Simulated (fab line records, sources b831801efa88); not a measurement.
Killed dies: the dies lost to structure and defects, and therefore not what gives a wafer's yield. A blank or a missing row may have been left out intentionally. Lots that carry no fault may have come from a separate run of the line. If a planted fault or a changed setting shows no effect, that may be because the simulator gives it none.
Struck lot and sound lot, side by side -- flow gf180mcu -- 23 out of 602 route steps
Sound: wafers L332.1, L332.3, L332.6. Wafers struck: L337.1, L337.5, L337.6. The cause is given at the end.
Per side, at each step with rows, come the tool, then ch with its chambers, and then its first start. Under that, the readings that differ: sound wafers -- struck wafers -- difference of the means -- sigmas: that difference in standard deviations of wafers without a fault.
alike: readings with means less than 2 such deviations apart, plus words and numbers identical on both sides. not compared: withheld readings, readings lacking a value on some wafer, bounds such as >300 that could conceal the same value, and numbers that have no deviation in the record and whose values overlap.
Wherever a step has rows on one side only, a row that says differs or no value, or a row with sigmas, the two part there. Numbers that don't overlap but have no deviation are shown without sigmas and don't part them. A reading missing from all wafers of one side parts the sides only when that side holds two or more wafers.

first, 2 steps without rows for these wafers: GF_HV_LDD_PEB_29; GF_HV_LDD_DEVELOP_30 (develop time 60 s).
GF_HV_LDD_CD_MEAS_31 targets a cd of 400 nm.
  struck on cd sem-01, day 15 17:07; sound on cd sem-02, day 13 21:49
  alike: cd nm
GF_HV_LDD_OVL_MEAS_32:
  struck on overlay-01, day 15 17:14; sound on overlay-02, day 13 21:56
  alike: HV_LDD_02_OVL
then, 4 steps without rows for these wafers: GF_HV_LDD_IMPLANT_33; GF_HV_LDD_IMPLANT_34; GF_HV_LDD_IMPLANT_35; GF_HV_LDD_IMPLANT_36.
GF_HV_LDD_STRIP_37: strips in O2/N2.
  sound on plasma asher-02 ch 0,1, day 13 22:35; struck on plasma asher-02 ch 0,1, day 15 17:53
  alike: drypump motor current A, heater power w, oes product au, strip time to endpoint s
  not compared: rf hours counter h
GF_HV_LDD_TW_MEAS_38:
  struck on film metro-02, day 15 17:59; sound on film metro-01, day 13 22:41
  alike: HV_LDD_3_TW
then, 2 steps without rows for these wafers: GF_HV_LDD_DEHYDRATE_39 (time 60 s); GF_HV_LDD_HMDS_40 (prime time 60 s).
GF_HV_LDD_COAT_41: resist thk 1000 nm.
  sound on litho track-03 ch 0, day 14 08:42; struck on litho track-03 ch 0, day 16 04:51
reading,sound,struck,difference,sigmas
model.NOVOLAK_of_HV_LDD_COAT_41.thk nm (nm),1002 999.2 1002,948.9 948.9 945.9,-53.2,
then, 3 steps without rows for these wafers: GF_HV_LDD_SOFTBAKE_42 (time 60 s); GF_HV_LDD_EXPOSE_43 (exposes mask Pplus HV AREA, target cd 400 nm); GF_HV_LDD_PEB_44.
GF_HV_LDD_DEVELOP_45: develop time 60 s.
  sound on litho track-01 ch 0, day 14 18:19; struck on litho track-01 ch 0, day 16 15:28
reading,sound,struck,difference,sigmas
model.NOVOLAK_of_HV_LDD_COAT_41.thk nm (nm),1001 998.8 1002,948.5 948.5 945.5,-53.1,
GF_HV_LDD_CD_MEAS_46 targets a cd of 400 nm.
  struck on cd sem-01, day 16 15:37; sound on cd sem-02, day 14 18:28
reading,sound,struck,difference,sigmas
cd nm (nm),400.2 403.7 404.6,406.9 404.8 408.1,+3.8,+2
GF_HV_LDD_OVL_MEAS_47:
  struck on overlay-01, day 16 15:44; sound on overlay-02, day 14 18:35
reading,sound,struck,difference,sigmas
HV_LDD_03_OVL (nm),1.0 1.3 2.3,-1.8 -2.7 -1.6,-3.6,-3
after that, 1 step had no rows for these wafers: GF_HV_LDD_IMPLANT_48.
GF_HV_LDD_STRIP_49: strips in O2/N2.
  sound on plasma asher-02 ch 0,1, day 14 18:47; struck on plasma asher-02 ch 0,1, day 16 15:56
reading,sound,struck,difference,sigmas
strip time to endpoint s (s),12.65 12.62 12.66,12.02 12.03 12.00,-0.63,-18
  alike: drypump motor current A, heater power w, oes product au
  not compared: rf hours counter h
GF_HV_LDD_TW_MEAS_50:
  struck on film metro-02, day 16 16:02; sound on film metro-01, day 14 18:53
  alike: HV_LDD_4_TW
-- record jumps: 16 days separate the struck wafers' starts on either side; left off in module HV_LDD, taken up again in module PASSIVATION, whose first shown step is the route's number 602 --
GF_PASSIVATION_PROBE_99:
  the record has rows for the struck wafers here (prober-01, day 32 16:37) and none for the sound ones

== WHERE THEY PART ==
At GF_HV_LDD_CD_MEAS_46 first; at GF_PASSIVATION_PROBE_99 last (within this record only).

WHY: the cause the simulator had injected
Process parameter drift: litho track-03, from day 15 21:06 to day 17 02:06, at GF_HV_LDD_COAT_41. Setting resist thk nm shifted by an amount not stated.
